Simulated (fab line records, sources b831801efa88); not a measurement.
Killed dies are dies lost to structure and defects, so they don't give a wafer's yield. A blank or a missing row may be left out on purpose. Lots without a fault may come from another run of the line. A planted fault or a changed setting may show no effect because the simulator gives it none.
Which tool did it? | flow sky130 | 14 lots, 42 wafers sampled, at 1 step of a route of 708

WHAT THE GAUGES READ, wafer by wafer
SKY_VIA2_RS_MEAS_22: measures by four-point-probe.
lot  | measured     | on            | VIA2_W_RS (ohm/sq)
L276 | day 36 03:09 | film_metro-02 | 0.273 0.272 0.272
L278 | day 37 19:24 | film_metro-01 | 0.277 0.274 0.272
L279 | day 37 20:05 | film_metro-03 | 0.268 0.269 0.267
L282 | day 41 02:48 | film_metro-01 | 0.271 0.276 0.268
L281 | day 41 02:58 | film_metro-02 | 0.273 0.278 0.274
L288 | day 41 07:22 | film_metro-03 | 0.273 0.272 0.269
L290 | day 41 09:02 | film_metro-02 | 0.275 0.274 0.273
L289 | day 41 09:38 | film_metro-02 | 0.274 0.269 0.270
L291 | day 41 11:00 | film_metro-03 | 0.278 0.269 0.275
L292 | day 41 11:20 | film_metro-03 | 0.277 0.276 0.275
L294 | day 41 12:59 | film_metro-01 | 0.274 0.276 0.273
L295 | day 41 20:10 | film_metro-01 | 0.276 0.277 0.274
L296 | day 41 23:03 | film_metro-03 | 0.271 0.269 0.267
L297 | day 42 01:27 | film_metro-02 | 0.265 0.274 0.269

WHICH TOOL RAN EACH LOT (tool, then ch and the chambers of the sampled wafers, then the start)
The record holds no process step before these readings.

WHAT THE TOOLS THEMSELVES READ (means of the sampled wafers that have a number; where no wafer has one, the mark that the record gives instead)
The record holds no such reading with a usual standard deviation.

THE ANSWER, worked out from the rows above alone
Rule: what is usual is taken from the lots themselves. Put in order of their means at a reading, lots are off if they are a third of the lots or fewer, leave a main group of 4 or more, and stand apart from it by a gap of 3 or more times the standard deviation of the main group's means; of several such gaps the widest counts. A main group whose means are all the same, to the digits that the tables above print for the reading, isn't used. A lot without any number at a reading at which 4 lots or more have one is off too. The other lots that the step has rows for count as sound. The gauges are gone through in route order, then the tools' own readings, and for those a lot's mean is taken as printed above. The first step at which some lot is off is used, and at that step the reading that is off furthest; a lot without a number counts as furthest.
No lot is off at any reading shown: from this, nothing can be told.

WHAT THE SIMULATOR HAD PUT IN
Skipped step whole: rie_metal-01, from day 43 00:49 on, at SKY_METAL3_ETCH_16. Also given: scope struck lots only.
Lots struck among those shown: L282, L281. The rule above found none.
